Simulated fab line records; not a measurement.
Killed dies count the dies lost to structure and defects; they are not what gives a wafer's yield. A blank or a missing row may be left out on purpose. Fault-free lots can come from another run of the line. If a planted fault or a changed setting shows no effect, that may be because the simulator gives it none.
Which tool is to blame? | flow sky130 | 18 wafers from 6 lots sampled at 2 of the route's 708 steps

WHAT THE GAUGES SHOWED, per wafer
SKY_SPACER_THK_MEAS_01.
lot  | measured     | on            | SPACER_CVD_00_THK (nm)
L567 | day 23 18:47 | film metro-01 | 42.2 42.6 42.4
L570 | day 26 00:01 | film metro-01 | 42.9 43.0 43.4
L572 | day 26 17:20 | film metro-04 | 43.3 43.4 42.9
L581 | day 29 03:26 | film metro-04 | 42.4 42.8 42.4
L587 | day 30 15:31 | film metro-01 | 30.1 29.7 30.0
L588 | day 30 21:33 | film metro-03 | 30.9 31.1 31.1

EACH LOT AND THE TOOL THAT RAN IT (in order: tool; ch and the chambers of the sampled wafers; start)
lot  | SKY_SPACER_CVD_00
L567 | lpcvd-02 ch 0, day 23 17:35
L570 | lpcvd-02 ch 0, day 25 22:49
L572 | lpcvd-02 ch 1, day 26 16:08
L581 | lpcvd-02 ch 0, day 29 02:13
L587 | lpcvd-02 ch 0, day 30 14:17
L588 | lpcvd-02 ch 0, day 30 20:21
- SKY_SPACER_CVD_00: deposits Si3N4 from DCS/NH3, target thk 43.1 nm, time 740 s.

THE ANSWER, worked out from the rows above alone
Rule: the lots themselves supply what counts as usual. The widest of any qualifying gaps counts: lots, ordered by their means at a reading, are off when they make up no more than a third of the lots, leave a main group of 4 or more, and stand apart from it by 3 or more times the standard deviation of that group's means. Not used: any main group whose means are identical at the precision the tables above print for the reading. Also off: a lot with no number at a reading for which 4 or more lots have one. Any other lot the step has rows for is counted as sound.
Off: L587, L588, seen at SKY_SPACER_THK_MEAS_01 (SPACER_CVD_00_THK). Main group: mean 42.8 nm, sd 0.35.
If a tool, at a process step before that reading, ran all the lots that are off and no sound lot after the first of them, it fits. Those tools and the gauges at SKY_SPACER_THK_MEAS_01 are tried in the same way. One candidate fits, namely lpcvd-02 at SKY_SPACER_CVD_00. Its last sound lot is L581 (day 29 02:13), its first lot that is off L587 (day 30 14:17): a fault that began between those two fits.

WHAT THE SIMULATOR PUT IN
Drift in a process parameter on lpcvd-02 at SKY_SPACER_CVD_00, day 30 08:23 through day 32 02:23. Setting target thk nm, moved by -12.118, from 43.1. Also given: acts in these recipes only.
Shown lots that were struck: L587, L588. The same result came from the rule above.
